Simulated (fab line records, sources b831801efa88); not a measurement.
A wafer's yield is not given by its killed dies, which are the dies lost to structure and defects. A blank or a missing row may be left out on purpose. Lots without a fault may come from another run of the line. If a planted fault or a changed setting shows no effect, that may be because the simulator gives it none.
What tool caused it? | flow gf180mcu | Sampling: 13 lots, 39 wafers, 4 of 602 route steps

== WHAT EACH GAUGE READ, for each wafer ==
GF_V4_RS_MEAS_24: uses a four-point probe to measure.
lot  | measured     | on            | V4_W_RS (ohm/sq)
L992 | day 25 11:33 | film-metro-03 | 0.327 0.327 0.334
L993 | day 25 20:46 | film-metro-04 | 0.337 0.331 0.334
L994 | day 26 05:18 | film-metro-03 | 0.331 0.334 0.333
L995 | day 26 07:22 | film-metro-03 | 0.327 0.328 0.330
L996 | day 26 23:38 | film-metro-03 | 0.331 0.337 0.336
L997 | day 27 02:07 | film-metro-01 | 0.328 0.323 0.327
L100 | day 28 05:36 | film-metro-04 | 0.322 0.327 0.326
L101 | day 28 09:05 | film-metro-04 | 0.323 0.325 0.323
L102 | day 28 12:50 | film-metro-04 | 0.330 0.330 0.332
L103 | day 29 00:05 | film-metro-01 | 0.325 0.324 0.323
L110 | day 30 19:47 | film-metro-01 | 0.330 0.325 0.335
L111 | day 31 02:00 | film-metro-04 | 0.323 0.325 0.324
L112 | day 31 15:40 | film-metro-04 | 0.331 0.331 0.329

GF_MIM_RS_MEAS_10: uses a four-point probe to measure.
lot  | measured     | on            | MIM_ALCU_RS (ohm/sq)
L992 | day 25 12:26 | film-metro-04 | 0.1584 0.1597 0.1583
L993 | day 25 21:39 | film-metro-04 | 0.1575 0.1591 0.1569
L994 | day 26 06:11 | film-metro-02 | 0.1592 0.1589 0.1586
L995 | day 26 08:16 | film-metro-02 | 0.1639 0.1619 0.1610
L996 | day 27 00:31 | film-metro-01 | 0.1645 0.1636 0.1627
L997 | day 27 03:00 | film-metro-02 | 0.1601 0.1602 0.1602
L100 | day 28 06:30 | film-metro-02 | 0.1606 0.1607 0.1594
L101 | day 28 09:58 | film-metro-02 | 0.1565 0.1575 0.1586
L102 | day 28 13:43 | film-metro-02 | 0.1635 0.1613 0.1636
L103 | day 29 00:59 | film-metro-02 | 0.1596 0.1584 0.1610
L110 | day 30 20:41 | film-metro-01 | 0.1598 0.1610 0.1616
L111 | day 31 02:53 | film-metro-01 | 0.1610 0.1607 0.1620
L112 | day 31 16:33 | film-metro-04 | 0.1605 0.1629 0.1621

== TOOL THAT RAN EACH LOT (tool first, then ch and the chambers of the sampled wafers, then the start) ==
lot  | GF_V4_CMP_26                  | GF_MIM_SPUTTER_02
L992 | cmp-01 ch 0,1,3, day 25 11:49 | pvd-sputter-01, day 25 12:08
L993 | cmp-02 ch 0,2,3, day 25 20:56 | pvd-sputter-02, day 25 21:22
L994 | cmp-02 ch 0,2,3, day 26 05:29 | pvd-sputter-02, day 26 05:55
L995 | cmp-02 ch 0,1,2, day 26 07:33 | pvd-sputter-01, day 26 07:59
L996 | cmp-01 ch 0,2,3, day 26 23:50 | pvd-sputter-02, day 27 00:13
L997 | cmp-01 ch 0,1,2, day 27 02:23 | pvd-sputter-03, day 27 02:43
L100 | cmp-01 ch 1,2,3, day 28 05:47 | pvd-sputter-03, day 28 06:13
L101 | cmp-01 ch 2,3, day 28 09:16   | pvd-sputter-02, day 28 09:39
L102 | cmp-01 ch 0,1,2, day 28 13:03 | pvd-sputter-01, day 28 13:23
L103 | cmp-01 ch 0,1,2, day 29 00:22 | pvd-sputter-01, day 29 00:38
L110 | cmp-02 ch 0,1,2, day 30 20:01 | pvd-sputter-02, day 30 20:24
L111 | cmp-01 ch 0,1, day 31 02:10   | pvd-sputter-02, day 31 02:35
L112 | cmp-01 ch 2,3, day 31 15:49   | pvd-sputter-01, day 31 16:15
- GF_V4_CMP_26: polishes, stops on SiO2, t overpolish 15 s, target thk 0 nm.
- GF_MIM_SPUTTER_02: material AlCu, target thk 450 nm, time 23.9 s.

== WHAT THE TOOLS THEMSELVES READ (means of the sampled wafers that have a number; where no wafer has one, the mark that the record gives instead) ==
GF_V4_CMP_26.
lot  | tool   | motor-current-A (A) | overpolish-run-s (s) | time-to-endpoint-s (s)
L992 | cmp-01 | 11.4                | 15.001               | 82
L993 | cmp-02 | 10.0                | 15.009               | 82
L994 | cmp-02 | 10.3                | 14.996               | 81
L995 | cmp-02 | 10.1                | 15.002               | 79
L996 | cmp-01 | 11.2                | 14.998               | 87
L997 | cmp-01 | 11.6                | 14.995               | 86
L100 | cmp-01 | 12.0                | 14.990               | 87
L101 | cmp-01 | 11.5                | 14.996               | 90
L102 | cmp-01 | 11.1                | 14.994               | 88
L103 | cmp-01 | 11.3                | 15.001               | 90
L110 | cmp-02 | 10.0                | 15.004               | 80
L111 | cmp-01 | 11.2                | 15.003               | 84
L112 | cmp-01 | 11.9                | 14.997               | 85

GF_MIM_SPUTTER_02.
lot  | tool           | chamber-pressure-pa (Pa) | throttle-valve-pct (%)
L992 | pvd-sputter-01 | 0.3994                   | 30.5
L993 | pvd-sputter-02 | 0.3992                   | 30.4
L994 | pvd-sputter-02 | 0.3999                   | 29.2
L995 | pvd-sputter-01 | 0.3998                   | 30.6
L996 | pvd-sputter-02 | 0.4000                   | 30.6
L997 | pvd-sputter-03 | 0.4002                   | 30.0
L100 | pvd-sputter-03 | 0.4003                   | 30.2
L101 | pvd-sputter-02 | 0.3994                   | 28.4
L102 | pvd-sputter-01 | 0.4004                   | 30.1
L103 | pvd-sputter-01 | 0.4002                   | 29.9
L110 | pvd-sputter-02 | 0.4774                   | 28.9
L111 | pvd-sputter-02 | 0.4383                   | 28.8
L112 | pvd-sputter-01 | 0.4005                   | 30.5

== THE ANSWER, worked out from the rows above alone ==
Rule: the lots themselves supply what counts as usual. The widest of any qualifying gaps counts: lots, ordered by their means at a reading, are off when they make up no more than a third of the lots, leave a main group of 4 or more, and stand apart from it by 3 or more times the standard deviation of that group's means. Not used: any main group whose means are identical at the precision the tables above print for the reading. Also off: a lot with no number at a reading for which 4 or more lots have one. Any other lot the step has rows for is counted as sound. The gauges are gone through in route order, then the tools' own readings, and for those a lot's mean is taken as printed above. The first step at which some lot is off is used, and at that step the reading that is off furthest; a lot without a number counts as furthest.
Off at GF_MIM_SPUTTER_02 (chamber-pressure-pa): L110, L111. The main group: mean 0.3999 Pa, standard deviation 0.00042.
If a tool, at that step or one of the process steps before it, ran each lot that is off and ran no sound lot following the first of them, it fits. One fits: pvd-sputter-02 at GF_MIM_SPUTTER_02. Its last sound lot is L101 (day 28 09:39), its first lot that is off L110 (day 30 20:24): a fault that began between those two fits.
On the lots that are off, the tool's own readings at GF_MIM_SPUTTER_02 differ by more than 5 times the standard deviation of the sound lots' means, which bears it out; chamber-pressure-pa reads 0.4578 Pa there versus 0.3999 Pa on the sound lots.

== WHAT HAD BEEN PUT IN BY THE SIMULATOR ==
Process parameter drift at GF_MIM_SPUTTER_02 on pvd-sputter-02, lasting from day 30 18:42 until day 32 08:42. From 0.4, the setting chamber-pressure-pa moved by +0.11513. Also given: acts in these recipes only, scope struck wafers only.
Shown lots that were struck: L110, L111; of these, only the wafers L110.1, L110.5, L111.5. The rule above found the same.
